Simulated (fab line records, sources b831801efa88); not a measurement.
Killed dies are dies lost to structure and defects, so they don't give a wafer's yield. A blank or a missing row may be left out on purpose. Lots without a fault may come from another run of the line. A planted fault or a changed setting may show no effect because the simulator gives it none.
Chamber matching | flow gf180mcu | GF_V3_ETCH_16 on rie_diel-01: 4 sister chambers
The step etches BARC in N2/H2. 4 wafers are shown with their chamber, then 8 later ones without.

WAFERS WITH THEIR CHAMBER
wafer  | chamber | drypump_motor_current_A (A)
L087.6 | 3       | 6.2
L089.2 | 1       | 6.3
L089.3 | 0       | 5.5
L090.1 | 2       | 6.3

WAFERS WITHOUT THEIR CHAMBER
wafer  | drypump_motor_current_A (A)
L090.2 | 6.3
L090.3 | 6.2
L093.2 | 6.2
L093.3 | 6.4
L093.6 | 5.5
L094.1 | 6.2
L094.5 | 6.2
L094.6 | 5.4

WHICH CHAMBER EACH WENT THROUGH
wafer  | from the rows above          | in truth
L090.2 | can't be placed: 1 or 2 or 3 | 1
L090.3 | can't be placed: 3 or 1 or 2 | 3
L093.2 | can't be placed: 3 or 1 or 2 | 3
L093.3 | can't be placed: 1 or 2 or 3 | 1
L093.6 | 0                            | 0
L094.1 | can't be placed: 3 or 1 or 2 | 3
L094.5 | can't be placed: 3 or 1 or 2 | 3
L094.6 | 0                            | 0
Placed correctly: 2 of 8. Can't be placed from these rows: 6 (the true chamber is among the candidates in 6). Placed wrongly: 0.
How it was worked out, from the rows above alone: a wafer's distance from a chamber is the root of the sum, over the readings, of the square of ((its reading less the chamber's mean) divided by the reading's scatter). The wafer belongs to the nearest chamber; if the next one is less than 2 further off, it can't be placed. A chamber's mean is the mean of its shown wafers. The scatter: with one shown wafer a chamber, the root of the mean of the squares of how far each hidden wafer lies from its nearest shown one.
